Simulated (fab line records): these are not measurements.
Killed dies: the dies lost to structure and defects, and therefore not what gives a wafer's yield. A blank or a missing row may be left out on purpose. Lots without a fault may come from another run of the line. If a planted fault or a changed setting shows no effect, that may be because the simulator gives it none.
A struck lot beside a sound one    flow gf180mcu    18 steps out of a route of 602
Sound: the wafers L848.1, L848.4, L848.5. Struck: wafer L862.5 (L862.1, L862.2, from the same lot, were not struck and are left out); the cause is given at the end.
Each step with rows lists, per side, the tool, then ch with its chambers, then its first start. Under that, the readings that differ: sound wafers    struck wafers    difference of the means    sigmas: that difference in standard deviations of wafers without a fault.
alike: a reading whose means differ by less than 2 such deviations, as well as words and numbers matching on both sides. not compared: withheld readings; readings where some wafer has no value; bounds like >300 that might hide an equal value; numbers whose values overlap and for which the record gives no deviation.
The two part at a step that has a row with sigmas, a row that says differs or no value, or rows on one side only. When numbers do not overlap yet have no deviation, they are printed without sigmas and do not part them. A reading that every wafer of one side lacks parts them only if that side has two wafers or more.

first, 3 steps without rows for these wafers: GF_V4_EXPOSE_11 (exposes mask Via4, target cd 260 nm); GF_V4_PEB_12 (peb time 90 s); GF_V4_DEVELOP_13 (develop time 60 s).
GF_V4_CD_MEAS_14 targets a cd of 260 nm.
  sound on cd sem-02 at day 24 06:26; struck on cd sem-02 at day 29 12:14
  alike: cd nm
GF_V4_OVL_MEAS_15:
  sound on overlay-01 at day 24 06:34; struck on overlay-02 at day 29 12:22
  alike: V4_OVL
GF_V4_ETCH_16: etches BARC in N2/H2.
  sound on rie diel-02 ch 0,2, day 24 06:36; struck on rie diel-02 ch 1, day 29 12:24
  alike: drypump motor current A, oes product au, throttle valve pct
GF_V4_ETCH_17: etches SiO2 in C4F8/O2/Ar, stops on TiN, target depth 630 nm.
  sound: rie diel-02 ch 0,2; struck: rie diel-02 ch 1
  alike: oes product au
GF_V4_STRIP_18: strips in O2/N2.
  sound on plasma asher-04 ch 0,1, day 24 06:44; struck on plasma asher-01 ch 1, day 29 12:31
reading             sound        struck  difference  sigmas
heater power w (W)  316 277 280  404     +113        +3
  alike: drypump motor current A, oes product au
  not compared: rf hours counter h
then, 3 steps without rows for these wafers: GF_V4_STRIP_19 (strips in post etch residue remover, time 1200 s); GF_V4_CLEAN_20 (cleans in DIW); GF_V4_SPUTTER_21 (material Ti, target thk 15 nm, time 80.02 s).
GF_V4_SPUTTER_22: material TiN, target thk 10 nm, time 40 s.
  sound on pvd sputter-01 at day 24 07:26; struck on pvd sputter-01 at day 29 13:10
  alike: throttle valve pct
GF_V4_CVD_23: deposits W, target thk 350 nm, time 104.9 s.
  sound on cvd w-02 ch 0,1, day 24 07:28; struck on cvd w-01 ch 1, day 29 13:12
reading                           sound            struck  difference  sigmas
model.W_of_V4_CVD_23.thk nm (nm)  347.5 354 353.1  210.6   -140.9      
  alike: heater power w, susceptor temp C
GF_V4_RS_MEAS_24: the measuring method here is four-point-probe.
  sound on film metro-01 at day 24 07:35; struck on film metro-04 at day 29 13:19
reading           sound              struck  difference  sigmas
V4_W_RS (ohm/sq)  0.329 0.324 0.325  0.546   +0.220      +58
GF_V4_THK_MEAS_25: measures by xrf.
  sound on film metro-01 at day 24 07:42; struck on film metro-04 at day 29 13:26
reading        sound        struck  difference  sigmas
V4_W_THK (nm)  357 364 362  212     -149        -23
GF_V4_CMP_26: polishes, stops on SiO2, t overpolish 15 s, target thk 0 nm.
  sound on cmp-02 ch 0,2, day 24 07:49; struck on cmp-02 ch 0, day 29 13:33
reading                 sound           struck  difference  sigmas
time to endpoint s (s)  84.7 85.5 89.1  51.8    -34.6       -12
  alike: motor current A
GF_MIM_SPUTTER_00: material Ti, target thk 37.5 nm, time 150 s.
  sound on pvd sputter-02 at day 24 08:04; struck on pvd sputter-02 at day 29 13:51
  alike: throttle valve pct
GF_PASSIVATION_PROBE_99:
  the record has rows for the sound wafers here (prober-01, day 28 23:06) and none for the struck ones

## WHERE THEY PART
First at GF_V4_STRIP_18; last, within this record, at GF_PASSIVATION_PROBE_99.

WHY: whatever the simulator had introduced
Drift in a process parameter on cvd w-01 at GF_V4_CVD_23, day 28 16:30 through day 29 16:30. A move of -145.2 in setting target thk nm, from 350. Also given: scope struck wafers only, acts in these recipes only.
